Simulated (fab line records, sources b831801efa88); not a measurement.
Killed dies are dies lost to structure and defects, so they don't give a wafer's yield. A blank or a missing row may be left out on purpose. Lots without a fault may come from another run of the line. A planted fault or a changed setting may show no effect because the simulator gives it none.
Chamber matching | flow gf180mcu | GF_V5_CMP_26 on cmp-02: 4 sister chambers
The step polishes, stops on SiO2, t overpolish 15 s, target thk 0 nm. 4 wafers are shown with their chamber, then 9 later ones without.

WAFERS WITH THEIR CHAMBER
wafer  | chamber | motor_current_A (A)
L621.6 | 1       | 11.3
L622.2 | 2       | 10.1
L622.5 | 0       | 11.1
L622.6 | 3       | 8.7

WAFERS WITHOUT THEIR CHAMBER
wafer  | motor_current_A (A)
L623.1 | 8.3
L623.4 | 11.3
L623.6 | 8.2
L631.3 | 9.5
L631.4 | 10.7
L631.5 | 8.4
L632.3 | 11.3
L632.5 | 11.0
L632.6 | 11.2

WHICH CHAMBER EACH WENT THROUGH
wafer  | from the rows above          | in truth
L623.1 | 3                            | 3
L623.4 | can't be placed: 1 or 0      | 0
L623.6 | 3                            | 3
L631.3 | can't be placed: 2 or 3      | 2
L631.4 | can't be placed: 0 or 2 or 1 | 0
L631.5 | 3                            | 3
L632.3 | can't be placed: 1 or 0      | 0
L632.5 | can't be placed: 0 or 1      | 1
L632.6 | can't be placed: 0 or 1      | 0
Placed correctly: 3 of 9. Can't be placed from these rows: 6 (the true chamber is among the candidates in 6). Placed wrongly: 0.
How it was worked out, from the rows above alone: a wafer's distance from a chamber is the root of the sum, over the readings, of the square of ((its reading less the chamber's mean) divided by the reading's scatter). The wafer belongs to the nearest chamber; if the next one is less than 2 further off, it can't be placed. A chamber's mean is the mean of its shown wafers. The scatter: with one shown wafer a chamber, the root of the mean of the squares of how far each hidden wafer lies from its nearest shown one.
